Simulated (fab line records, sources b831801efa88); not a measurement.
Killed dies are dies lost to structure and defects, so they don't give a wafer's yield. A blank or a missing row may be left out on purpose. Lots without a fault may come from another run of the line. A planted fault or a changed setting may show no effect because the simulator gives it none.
fab line records | flow gf180mcu
record lots=24 wafers=72 last_day=34
route steps=602 shown V1@357 M2@364 V2@408 V3@454
lots that met no fault: from a run of the same line without faults
start_h: hours from the record's first day to the start of the lot's first wafer shown | wait_h: hours since the lot's step before | " the same as in the row above | L1.1+2: a row that stands for several wafers | - no value, or no start given | * or withheld: withheld | < > ~ a bound
route shown NAME@n: a module of which the file shows steps, and the number in the route of the first | usual: mean/standard deviation of fault-free wafers | same: alike in all rows | chamber/n: place in a boat | sites: the reading at each site | _std_site: their standard deviation | _edge_site: outer sites' mean less inner sites' | radius_mm: how far each site lies from the wafer's centre | mask NAME#n: copy n | behind: the tool/chamber that last shaped the wafer | hold: why the lot was held/for how many hours/how that ended | device: the transistor (n, p or np) that didn't switch | end of line: the same wafers' tests at the end of the route | a step without rows: its recipe alone | killed: dies lost to structure and defects at the first sort, not the wafer's yield | map: a wafer's dies, x killed, . not, _ none there
set.NAME: the setting as run; set.NAME@STEP: as run at that earlier step | model.NAME: the simulator's own value behind a step, which no gauge read
steps of the route over a sample of lots; a table a step, a row a wafer
services: from which hour (start_h, from the record's first day; less than 0 if before it) a tool's chamber was out of use, for how many hours, and why
## steps
# step GF_V1_SPUTTER_22
# recipe material=TiN target_thk_nm=10 chamber_pressure_pa=5 power_w=4000 time_s=40
# usual chamber_pressure_pa=5.001/0.01 throttle_valve_pct=30.0/0.84
# columns lot.wafer tool chamber start_h wait_h chamber_pressure_pa throttle_valve_pct
L074.2 pvd_sputter-04 - 410.04 0.0 4.989 30.1
L074.3 " - " " 5.005 29.8
L074.4 " - " " 4.994 31.0
L075.2 pvd_sputter-04 - 420.29 0.0 5.004 29.6
L075.3 " - " " 4.981 30.8
L075.6 " - " " 5.006 29.8
L076.2 pvd_sputter-03 - 435.59 0.0 4.984 29.8
L076.4 " - " " 5.011 30.2
L076.5 " - " " 4.990 29.0
L077.1 pvd_sputter-02 - 438.60 0.0 4.986 30.8
L077.2 " - " " 5.011 30.6
L077.6 " - " " 5.004 30.4
L078.4 pvd_sputter-02 - 454.53 0.0 4.999 30.9
L078.5 " - " " 4.999 30.6
L078.6 " - " " 4.989 30.6
L079.2 pvd_sputter-04 - 466.19 0.0 5.016 28.9
L079.5 " - " " 5.013 29.6
L079.6 " - " " 5.013 31.0
L080.3 pvd_sputter-02 - 476.49 0.0 5.005 30.9
L080.4 " - " " 5.017 30.5
L080.6 " - " " 5.021 30.5
L081.3 pvd_sputter-04 - 481.94 0.0 5.021 31.1
L081.5 " - " " 5.017 31.1
L081.6 " - " " 5.000 29.8
L082.1 pvd_sputter-04 - 487.20 0.0 5.006 28.6
L082.3 " - " " 5.004 31.0
L082.4 " - " " 4.994 29.8
L083.3 pvd_sputter-04 - 498.85 0.0 4.985 28.6
L083.4 " - " " 5.003 30.1
L083.5 " - " " 5.000 29.9
L084.3 pvd_sputter-04 - 505.08 0.0 4.985 29.5
L084.4 " - " " 4.998 28.4
L084.6 " - " " 4.998 29.0
L085.1 pvd_sputter-04 - 510.20 0.0 4.992 29.6
L085.5 " - " " 5.016 31.1
L085.6 " - " " 5.005 29.9
L086.1 pvd_sputter-02 - 526.94 0.0 4.995 30.3
L086.4 " - " " 5.007 31.1
L086.6 " - " " 5.003 31.1
L087.1 pvd_sputter-03 - 531.70 0.0 4.990 29.8
L087.3 " - " " 4.994 28.4
L087.6 " - " " 4.999 30.0
L088.2 pvd_sputter-04 - 538.48 0.0 4.997 29.6
L088.4 " - " " 5.003 28.6
L088.6 " - " " 5.019 28.6
L089.3 pvd_sputter-04 - 545.31 0.0 4.986 31.4
L089.4 " - " " 5.006 29.5
L089.5 " - " " 5.016 29.0
L090.1 pvd_sputter-03 - 553.93 0.0 5.007 28.6
L090.3 " - " " 4.996 30.5
L090.4 " - " " 5.005 29.3
L091.2 pvd_sputter-02 - 559.74 0.0 5.019 30.6
L091.3 " - " " 5.005 30.5
L091.6 " - " " 5.013 30.9
L092.2 pvd_sputter-02 - 568.38 0.0 4.993 30.7
L092.3 " - " " 5.013 31.0
L092.4 " - " " 4.997 30.7
L093.2 pvd_sputter-04 - 575.91 0.0 4.998 29.7
L093.3 " - " " 5.003 29.6
L093.5 " - " " 4.986 30.8
L094.4 pvd_sputter-04 - 586.48 0.0 5.005 29.6
L094.5 " - " " 4.992 28.8
L094.6 " - " " 5.002 29.6
L095.1 pvd_sputter-04 - 589.91 0.0 4.999 29.5
L095.3 " - " " 5.003 31.1
L095.4 " - " " 5.008 28.9
L096.1 pvd_sputter-03 - 593.57 0.0 5.002 29.2
L096.3 " - " " 4.993 30.0
L096.6 " - " " 4.988 30.3
L097.3 pvd_sputter-04 - 605.36 0.0 5.006 29.8
L097.4 " - " " 4.989 29.8
L097.5 " - " " 4.999 28.7
# step GF_M2_SPUTTER_02
# recipe material=AlCu target_thk_nm=450 power_w=10600 time_s=23.9 chamber_pressure_pa=0.4
# usual chamber_pressure_pa=0.4000/0.00077 throttle_valve_pct=29.8/0.9
# columns lot.wafer tool chamber start_h wait_h chamber_pressure_pa throttle_valve_pct
L074.2 pvd_sputter-03 - 411.06 0.0 0.3994 29.9
L074.3 " - " " 0.4004 28.3
L074.4 " - " " 0.4004 29.2
L075.2 pvd_sputter-03 - 421.62 0.0 0.4005 30.2
L075.3 " - " " 0.4006 30.4
L075.6 " - " " 0.4007 29.4
L076.2 pvd_sputter-04 - 436.35 0.0 0.4011 29.7
L076.4 " - " " 0.3979 28.5
L076.5 " - " " 0.4003 29.8
L077.1 pvd_sputter-04 - 439.36 0.0 0.3995 29.9
L077.2 " - " " 0.3991 29.5
L077.6 " - " " 0.4003 29.8
L078.4 pvd_sputter-04 - 455.29 0.0 0.4006 29.8
L078.5 " - " " 0.3990 31.0
L078.6 " - " " 0.4003 29.4
L079.2 pvd_sputter-03 - 466.95 0.0 0.4003 28.4
L079.5 " - " " 0.4002 29.9
L079.6 " - " " 0.3991 28.3
L080.3 pvd_sputter-03 - 477.31 0.0 0.4001 28.6
L080.4 " - " " 0.3999 29.5
L080.6 " - " " 0.3999 28.4
L081.3 pvd_sputter-03 - 482.70 0.0 0.3995 28.4
L081.5 " - " " 0.3997 30.3
L081.6 " - " " 0.4004 30.0
L082.1 pvd_sputter-03 - 487.96 0.0 0.3997 28.4
L082.3 " - " " 0.3997 29.2
L082.4 " - " " 0.3993 29.8
L083.3 pvd_sputter-03 - 499.61 0.0 0.4005 30.0
L083.4 " - " " 0.3986 29.5
L083.5 " - " " 0.3985 29.0
L084.3 pvd_sputter-01 - 505.84 0.0 0.4000 29.5
L084.4 " - " " 0.4011 31.7
L084.6 " - " " 0.3985 29.4
L085.1 pvd_sputter-03 - 510.96 0.0 0.4007 29.1
L085.5 " - " " 0.4006 29.9
L085.6 " - " " 0.4009 30.1
L086.1 pvd_sputter-01 - 527.70 0.0 0.4000 30.0
L086.4 " - " " 0.4009 29.6
L086.6 " - " " 0.3999 31.4
L087.1 pvd_sputter-03 - 532.46 0.0 0.4001 29.8
L087.3 " - " " 0.3995 28.2
L087.6 " - " " 0.4004 30.3
L088.2 pvd_sputter-04 - 539.25 0.0 0.3986 30.9
L088.4 " - " " 0.3997 29.3
L088.6 " - " " 0.4007 29.9
L089.3 pvd_sputter-01 - 546.07 0.0 0.4011 29.4
L089.4 " - " " 0.4013 29.1
L089.5 " - " " 0.3987 31.2
L090.1 pvd_sputter-01 - 554.69 0.0 0.4006 31.0
L090.3 " - " " 0.4002 29.5
L090.4 " - " " 0.4004 31.7
L091.2 pvd_sputter-04 - 560.50 0.0 0.4007 29.7
L091.3 " - " " 0.4015 30.9
L091.6 " - " " 0.3999 29.9
L092.2 pvd_sputter-04 - 569.14 0.0 0.3999 31.1
L092.3 " - " " 0.3990 29.4
L092.4 " - " " 0.3996 29.8
L093.2 pvd_sputter-01 - 576.67 0.0 0.3994 31.2
L093.3 " - " " 0.4006 30.1
L093.5 " - " " 0.3996 31.3
L094.4 pvd_sputter-04 - 587.24 0.0 0.4011 28.7
L094.5 " - " " 0.3997 29.8
L094.6 " - " " 0.3991 28.8
L095.1 pvd_sputter-01 - 590.67 0.0 0.3989 31.8
L095.3 " - " " 0.3990 30.0
L095.4 " - " " 0.4010 31.2
L096.1 pvd_sputter-04 - 594.34 0.0 0.4007 29.9
L096.3 " - " " 0.3996 28.5
L096.6 " - " " 0.3991 29.8
L097.3 pvd_sputter-03 - 606.12 0.0 0.4001 30.2
L097.4 " - " " 0.4000 29.8
L097.5 " - " " 0.3999 29.2
# step GF_M2_OVL_MEAS_15
# usual M2_OVL=-2/5.6
# columns lot.wafer tool chamber start_h wait_h M2_OVL[nm]
L074.2 overlay-02 - 435.37 0.1 3
L074.3 " - " " 2
L074.4 " - " " 4
L075.2 overlay-01 - 446.17 0.1 -5
L075.3 " - " " -5
L075.6 " - " " -3
L076.2 overlay-02 - 460.96 0.1 -2
L076.4 " - " " 0
L076.5 " - " " 2
L077.1 overlay-01 - 464.25 0.1 -6
L077.2 " - " " -3
L077.6 " - " " -3
L078.4 overlay-02 - 480.62 0.1 -6
L078.5 " - " " -6
L078.6 " - " " -7
L079.2 overlay-01 - 491.33 0.1 -6
L079.5 " - " " -3
L079.6 " - " " 0
L080.3 overlay-01 - 501.46 0.1 -3
L080.4 " - " " -10
L080.6 " - " " -4
L081.3 overlay-01 - 506.28 0.1 -13
L081.5 " - " " -11
L081.6 " - " " -7
L082.1 overlay-01 - 511.65 0.1 0
L082.3 " - " " 5
L082.4 " - " " -3
L083.3 overlay-01 - 523.06 0.1 3
L083.4 " - " " 9
L083.5 " - " " 7
L084.3 overlay-02 - 529.58 0.1 -7
L084.4 " - " " 6
L084.6 " - " " 2
L085.1 overlay-01 - 534.65 0.1 8
L085.5 " - " " 4
L085.6 " - " " 12
L086.1 overlay-02 - 551.01 0.1 -6
L086.4 " - " " -6
L086.6 " - " " -1
L087.1 overlay-02 - 555.30 0.1 -16
L087.3 " - " " -8
L087.6 " - " " -5
L088.2 overlay-01 - 561.73 0.1 3
L088.4 " - " " 2
L088.6 " - " " 0
L089.3 overlay-02 - 568.61 0.1 0
L089.4 " - " " -5
L089.5 " - " " 1
L090.1 overlay-01 - 577.50 0.1 -5
L090.3 " - " " 1
L090.4 " - " " 1
L091.2 overlay-01 - 582.35 0.1 4
L091.3 " - " " 2
L091.6 " - " " 8
L092.2 overlay-02 - 590.45 0.1 -8
L092.3 " - " " 3
L092.4 " - " " 1
L093.2 overlay-02 - 598.48 0.1 -8
L093.3 " - " " -7
L093.5 " - " " -17
L094.4 overlay-01 - 608.68 0.1 -6
L094.5 " - " " -3
L094.6 " - " " -7
L095.1 overlay-01 - 612.27 0.1 -7
L095.3 " - " " -6
L095.4 " - " " -8
L096.1 overlay-02 - 615.41 0.1 -2
L096.3 " - " " 2
L096.6 " - " " 0
L097.3 overlay-02 - 626.77 0.1 -3
L097.4 " - " " 8
L097.5 " - " " -3
# step GF_M2_STRIP_17
# recipe chemistry=O2/N2 power_w=1400 pressure_mtorr=1500 platen_temp_c=250 o2_flow_sccm=3000 n2_flow_sccm=300 overash_fraction=0.5
# usual drypump_motor_current_A=5.62/0.26 heater_power_w=378/35 oes_product_au=0.558/0.0042 strip_time_to_endpoint_s=7.87/0.036
# columns lot.wafer tool chamber start_h wait_h drypump_motor_current_A heater_power_w oes_product_au rf_hours_counter_h strip_time_to_endpoint_s
L074.2 plasma_asher-01 1 435.51 0.1 5.75 390 0.558 78 7.86
L074.3 " 1 " " 5.73 387 0.558 - 7.85
L074.4 " 0 " " 5.31 322 0.558 - 7.83
L075.2 plasma_asher-03 0 446.35 0.1 6.24 385 0.560 2 7.85
L075.3 " 1 " " 5.33 360 0.558 - 7.84
L075.6 " 0 " " 6.26 392 0.557 - 7.84
L076.2 plasma_asher-01 1 461.10 0.1 5.74 384 0.558 80 7.93
L076.4 " 0 " " 5.30 309 0.549 - 7.84
L076.5 " 0 " " 5.29 307 0.556 - 7.84
L077.1 plasma_asher-01 0 464.40 0.1 5.29 312 0.556 81 7.85
L077.2 " 1 " " 5.73 384 0.557 81 7.91
L077.6 " 0 " " 5.29 312 0.558 - 7.85
L078.4 plasma_asher-04 1 480.78 0.1 5.58 408 0.551 - 7.89
L078.5 " 0 " " 5.67 384 0.551 - 7.84
L078.6 " 1 " " 5.58 409 0.551 - 7.87
L079.2 plasma_asher-04 0 491.58 0.1 5.67 394 0.558 69 7.87
L079.5 " 1 " " 5.58 425 0.558 - 7.86
L079.6 " 0 " " 5.67 384 0.559 - 7.86
L080.3 plasma_asher-01 0 501.63 0.1 5.28 305 0.553 - 7.92
L080.4 " 1 " " 5.76 389 0.554 - 7.92
L080.6 " 1 " " 5.75 394 0.560 - 7.88
L081.3 plasma_asher-01 1 506.45 0.1 5.76 377 0.567 - 7.88
L081.5 " 0 " " 5.31 309 0.563 - 7.93
L081.6 " 1 " " 5.73 382 0.558 - 7.93
L082.1 plasma_asher-03 1 511.80 0.1 5.35 350 0.558 9 7.87
L082.3 " 1 " " 5.35 363 0.554 - 7.86
L082.4 " 0 " " 6.24 379 0.561 - 7.86
L083.3 plasma_asher-04 1 523.34 0.1 5.56 416 0.560 - 7.90
L083.4 " 0 " " 5.65 382 0.556 - 7.89
L083.5 " 0 " " 5.65 390 0.557 - 7.91
L084.3 plasma_asher-03 0 529.75 0.1 6.23 382 0.560 - 7.94
L084.4 " 1 " " 5.36 370 0.559 - 7.93
L084.6 " 0 " " 6.22 391 0.563 - 7.88
L085.1 plasma_asher-04 0 534.80 0.1 5.65 389 0.551 73 7.87
L085.5 " 1 " " 5.59 418 0.557 - 7.85
L085.6 " 0 " " 5.66 391 0.559 - 7.86
L086.1 plasma_asher-04 0 551.16 0.1 5.67 394 0.562 75 7.89
L086.4 " 1 " " 5.58 413 0.558 - 7.81
L086.6 " 0 " " 5.68 393 0.557 - 7.95
L087.1 plasma_asher-04 1 555.48 0.1 5.58 413 0.558 75 7.85
L087.3 " 1 " " 5.59 411 0.554 - 7.84
L087.6 " 1 " " 5.58 428 0.555 - 7.83
L088.2 plasma_asher-04 0 561.90 0.1 5.65 392 0.551 76 7.86
L088.4 " 0 " " 5.66 402 0.562 - 7.79
L088.6 " 0 " " 5.67 398 0.557 - 7.82
L089.3 plasma_asher-04 0 568.78 0.1 5.65 398 0.560 - 7.85
L089.4 " 1 " " 5.58 405 0.562 - 7.88
L089.5 " 0 " " 5.64 391 0.553 - 7.82
L090.1 plasma_asher-01 0 577.65 0.1 5.29 312 0.561 92 7.87
L090.3 " 1 " " 5.77 385 0.563 - 7.85
L090.4 " 0 " " 5.30 308 0.549 - 7.84
L091.2 plasma_asher-03 1 582.50 0.1 5.34 354 0.563 15 7.86
L091.3 " 1 " " 5.33 356 0.557 - 7.89
L091.6 " 0 " " 6.20 391 0.562 - 7.83
L092.2 plasma_asher-04 0 590.60 0.1 5.67 402 0.560 80 7.85
L092.3 " 1 " " 5.57 416 0.557 - 7.85
L092.4 " 0 " " 5.68 397 0.566 - 7.86
L093.2 plasma_asher-04 1 598.62 0.1 5.58 415 0.549 81 7.83
L093.3 " 1 " " 5.57 411 0.556 - 7.83
L093.5 " 1 " " 5.58 412 0.559 - 7.87
L094.4 plasma_asher-01 0 608.84 0.1 5.27 313 0.554 - 7.91
L094.5 " 1 " " 5.71 387 0.564 - 7.91
L094.6 " 0 " " 5.28 312 0.554 - 7.84
L095.1 plasma_asher-01 0 612.45 0.1 5.30 301 0.551 96 7.85
L095.3 " 1 " " 5.74 383 0.555 - 7.87
L095.4 " 0 " " 5.30 310 0.557 - 7.81
L096.1 plasma_asher-04 0 615.56 0.1 5.65 390 0.562 83 7.89
L096.3 " 1 " " 5.56 417 0.560 - 7.88
L096.6 " 0 " " 5.63 392 0.561 - 7.91
L097.3 plasma_asher-03 0 626.94 0.1 6.25 391 0.556 - 7.92
L097.4 " 1 " " 5.33 353 0.557 - 7.84
L097.5 " 0 " " 6.22 382 0.555 - 7.91
# step GF_V2_CMP_26
# recipe stop_on=SiO2 down_force_psi=3.5 platen_rpm=60 t_overpolish_s=15 target_thk_nm=0 pad_velocity_m_s=0.94248
# usual head_pressure_psi=3.500/0.0074 motor_current_A=10.9/0.82 overpolish_run_s=15.000/0.0087 slurry_flow_ml_min=150.0/0.55 time_to_endpoint_s=85/5.3
# columns lot.wafer tool chamber start_h wait_h head_pressure_psi motor_current_A overpolish_run_s slurry_flow_ml_min time_to_endpoint_s
L074.2 cmp-02 3 462.35 0.0 3.502 11.2 15.003 150.5 82
L074.3 " 0 " " 3.499 11.1 14.986 150.3 91
L074.4 " 2 " " 3.508 10.6 15.003 149.6 89
L075.3 cmp-02 2 472.84 0.1 3.496 9.9 15.005 148.9 88
L075.2 " 3 " " 3.499 11.5 15.020 149.9 85
L075.6 " 1 " " 3.493 11.3 15.000 150.2 89
L076.4 cmp-02 0 487.99 0.0 3.509 11.3 14.997 150.4 90
L076.2 " 3 " " 3.508 12.1 15.012 150.1 81
L076.5 " 0 " " 3.503 11.1 14.999 150.1 88
L077.1 cmp-02 1 491.59 0.1 3.496 11.7 15.003 150.4 90
L077.2 " 2 " " 3.507 10.0 15.019 150.3 93
L077.6 " 2 " " 3.508 9.9 14.996 151.3 96
L078.4 cmp-01 1 507.06 0.1 3.485 11.2 15.007 149.4 86
L078.6 " 0 " " 3.501 9.7 15.009 149.8 82
L078.5 " 1 " " 3.494 11.5 14.995 150.4 88
L079.2 cmp-01 2 517.46 0.0 3.497 11.2 14.997 149.4 86
L079.5 " 2 " " 3.490 11.6 14.996 150.5 86
L079.6 " 3 " " 3.504 9.9 15.002 150.3 75
L080.4 cmp-02 1 527.06 0.1 3.502 11.1 15.000 150.0 90
L080.3 " 3 " " 3.505 12.3 14.989 148.3 89
L080.6 " 1 " " 3.503 11.5 15.007 149.0 89
L081.3 cmp-01 1 532.65 0.2 3.496 10.9 14.997 149.2 88
L081.6 " 3 " " 3.489 9.7 14.996 150.6 71
L081.5 " 0 " " 3.508 10.1 14.994 149.5 81
L082.1 cmp-01 1 537.05 0.1 3.499 12.0 15.002 150.2 89
L082.4 " 2 " " 3.504 10.5 15.008 150.8 88
L082.3 " 3 " " 3.497 9.8 15.009 150.2 78
L083.4 cmp-01 2 549.35 0.1 3.506 11.3 14.998 149.6 87
L083.3 " 0 " " 3.497 10.2 15.013 149.7 82
L083.5 " 2 " " 3.502 11.2 15.013 149.9 86
L084.3 cmp-02 0 554.70 0.0 3.507 11.7 14.996 149.9 88
L084.4 " 2 " " 3.501 10.0 15.002 150.4 93
L084.6 " 0 " " 3.501 10.9 15.011 150.6 88
L085.1 cmp-02 3 559.52 0.1 3.499 11.8 14.994 150.8 85
L085.6 " 3 " " 3.501 12.2 15.020 150.9 90
L085.5 " 0 " " 3.505 11.8 15.006 150.3 89
L086.4 cmp-01 2 575.89 0.1 3.502 11.3 15.004 150.1 88
L086.1 " 3 " " 3.505 9.6 15.006 151.2 75
L086.6 " 1 " " 3.505 10.9 15.000 149.9 87
L087.1 cmp-02 0 580.26 0.3 3.503 11.5 15.003 149.6 88
L087.3 " 2 " " 3.482 10.2 14.985 149.8 87
L087.6 " 3 " " 3.500 12.0 14.997 149.7 79
L088.4 cmp-01 2 586.18 0.0 3.498 10.9 15.011 150.4 87
L088.2 " 3 " " 3.500 9.9 15.012 150.5 73
L088.6 " 3 " " 3.496 9.7 14.999 150.2 73
L089.4 cmp-01 3 593.68 0.0 3.490 9.6 14.984 149.5 80
L089.3 " 2 " " 3.479 11.4 14.999 149.1 85
L089.5 " 0 " " 3.501 9.8 15.003 149.9 80
L090.1 cmp-01 0 602.20 0.1 3.495 10.2 14.994 149.3 87
L090.4 " 1 " " 3.512 11.1 15.012 150.3 85
L090.3 " 2 " " 3.508 11.2 14.997 150.1 87
L091.3 cmp-01 2 606.71 0.1 3.488 10.8 15.015 150.9 91
L091.2 " 0 " " 3.495 9.6 15.000 150.3 89
L091.6 " 1 " " 3.516 11.2 14.984 150.2 94
L092.2 cmp-02 3 614.72 0.1 3.495 11.4 15.004 149.5 83
L092.4 " 0 " " 3.499 12.2 14.999 150.3 87
L092.3 " 1 " " 3.500 12.2 15.018 150.9 82
L093.3 cmp-02 1 622.28 0.1 3.503 11.2 15.001 150.3 85
L093.2 " 2 " " 3.486 10.2 14.995 149.2 90
L093.5 " 3 " " 3.496 11.9 14.986 149.5 81
L094.4 cmp-01 1 631.77 0.1 3.508 11.2 14.998 149.9 88
L094.6 " 3 " " 3.504 9.8 14.996 149.4 75
L094.5 " 0 " " 3.508 10.1 15.002 149.0 89
L095.1 cmp-01 2 635.71 0.1 3.491 11.5 14.973 149.7 84
L095.4 " 0 " " 3.502 10.0 15.008 150.3 83
L095.3 " 1 " " 3.501 11.1 14.999 149.3 87
L096.3 cmp-02 2 637.98 0.0 3.492 10.1 15.008 150.2 90
L096.1 " 0 " " 3.507 11.2 14.994 150.3 86
L096.6 " 2 " " 3.489 10.0 14.992 149.9 88
L097.4 cmp-01 2 649.41 0.0 3.502 11.3 14.985 149.6 82
L097.3 " 0 " " 3.511 9.6 15.006 149.4 80
L097.5 " 2 " " 3.497 10.9 15.009 150.7 86
# step GF_V3_THK_MEAS_25
# recipe thk_meas_gauge=xrf reads=W_of_V3_CVD_23
# usual V3_W_THK=353/4.8
# columns lot.wafer tool chamber start_h wait_h V3_W_THK[nm]
L074.2 film_metro-04 - 512.90 0.1 348
L074.3 " - " " 350
L074.4 " - " " 343
L075.2 film_metro-04 - 523.26 0.1 351
L075.3 " - " " 347
L075.6 " - " " 349
L076.2 film_metro-04 - 537.93 0.1 354
L076.4 " - " " 354
L076.5 " - " " 356
L077.1 film_metro-04 - 541.27 0.1 359
L077.2 " - " " 350
L077.6 " - " " 359
L078.4 film_metro-02 - 556.23 0.1 354
L078.5 " - " " 358
L078.6 " - " " 347
L079.2 film_metro-04 - 566.16 0.1 357
L079.5 " - " " 356
L079.6 " - " " 355
L080.3 film_metro-02 - 574.65 0.1 359
L080.4 " - " " 352
L080.6 " - " " 357
L081.3 film_metro-04 - 579.87 0.1 356
L081.5 " - " " 356
L081.6 " - " " 353
L082.1 film_metro-02 - 583.26 0.1 357
L082.3 " - " " 351
L082.4 " - " " 351
L083.3 film_metro-02 - 596.48 0.1 364
L083.4 " - " " 343
L083.5 " - " " 358
L084.3 film_metro-04 - 601.72 0.1 355
L084.4 " - " " 353
L084.6 " - " " 351
L085.1 film_metro-02 - 605.30 0.1 349
L085.5 " - " " 352
L085.6 " - " " 363
L086.1 film_metro-04 - 621.82 0.1 354
L086.4 " - " " 350
L086.6 " - " " 352
L087.1 film_metro-02 - 625.91 0.1 353
L087.3 " - " " 349
L087.6 " - " " 351
L088.2 film_metro-04 - 630.17 0.1 361
L088.4 " - " " 351
L088.6 " - " " 363
L089.3 film_metro-04 - 637.32 0.1 356
L089.4 " - " " 362
L089.5 " - " " 358
L090.1 film_metro-03 - 646.47 0.1 349
L090.3 " - " " 349
L090.4 " - " " 351
L091.2 film_metro-02 - 650.80 0.1 351
L091.3 " - " " 354
L091.6 " - " " 355
L092.2 film_metro-02 - 657.91 0.1 344
L092.3 " - " " 354
L092.4 " - " " 342
L093.2 film_metro-03 - 664.99 0.1 348
L093.3 " - " " 357
L093.5 " - " " 353
L094.4 film_metro-02 - 674.52 0.1 349
L094.5 " - " " 356
L094.6 " - " " 345
L095.1 film_metro-03 - 677.48 0.1 353
L095.3 " - " " 344
L095.4 " - " " 350
L096.1 film_metro-04 - 680.53 0.1 352
L096.3 " - " " 355
L096.6 " - " " 361
L097.3 film_metro-04 - 690.67 0.1 352
L097.4 " - " " 359
L097.5 " - " " 352
## services
# columns tool chamber start_h hours kind
pvd_sputter-02 - 408.34 1.0 repair
cmp-01 - 427.98 4.0 pm
pvd_sputter-02 - 460.69 2.8 repair
cmp-02 - 466.69 4.6 pm
cmp-02 - 474.07 2.8 repair
pvd_sputter-02 - 481.09 1.0 repair
cmp-02 - 490.67 0.7 repair
pvd_sputter-03 - 500.86 0.6 repair
cmp-02 - 515.05 6.5 pm
plasma_asher-04 - 523.81 1.6 repair
pvd_sputter-03 - 532.68 7.4 repair
plasma_asher-01 - 554.15 0.3 repair
cmp-01 - 565.87 0.8 repair
plasma_asher-01 - 567.14 6.0 repair
cmp-02 - 568.52 2.3 repair
cmp-02 - 572.09 4.0 pm
cmp-01 - 580.87 0.7 repair
pvd_sputter-01 - 584.54 2.1 repair
plasma_asher-04 - 612.18 0.4 repair
cmp-01 - 626.56 3.6 repair
cmp-01 - 628.53 0.7 repair
plasma_asher-01 - 637.01 7.1 repair
cmp-01 - 643.30 1.0 repair
plasma_asher-01 - 648.33 2.8 pm
## key
fault none
